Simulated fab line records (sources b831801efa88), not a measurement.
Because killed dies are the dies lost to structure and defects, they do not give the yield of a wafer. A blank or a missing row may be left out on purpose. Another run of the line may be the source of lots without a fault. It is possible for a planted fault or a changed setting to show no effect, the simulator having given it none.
Chamber matching    flow sky130    pecvd-02 running SKY_PASSIVATION_CVD_00: 3 sister chambers
The step deposits SiO2, target thk 90 nm. 3 wafers are shown with their chamber, then 7 later ones without.

== WAFERS PAIRED WITH THEIR CHAMBERS ==
wafer   chamber  heater_power_w (W)
L588.5  2        682
L601.2  0        736
L601.3  1        659

== WAFERS MISSING THEIR CHAMBER ==
wafer   heater_power_w (W)
L601.6  665
L604.1  701
L604.3  764
L604.6  745
L607.3  626
L607.4  755
L607.5  681

== CHAMBER TAKEN BY EACH ==
wafer    from the rows above            in truth
L601.6   can't be placed: 1 or 2        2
L604.1   can't be placed: 2 or 0 or 1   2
L604.3   0                              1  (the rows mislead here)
L604.6   0                              0
L607.3   can't be placed: 1 or 2        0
L607.4   0                              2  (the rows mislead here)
L607.5   can't be placed: 2 or 1        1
Correctly placed: 1 of 7. From these rows, 4 cannot be placed; in 3 the true chamber is one of the candidates. 2 placed wrongly.
How it was worked out, from the rows above alone: a wafer's distance from a chamber is the root of the sum, over the readings, of the square of ((its reading less the chamber's mean) divided by the reading's scatter). The wafer belongs to the nearest chamber; if the next one is less than 2 further off, it can't be placed. Each chamber's mean is taken over the wafers shown for it. The scatter: root of mean squared gap, hidden wafer to nearest shown wafer, with one shown wafer a chamber.
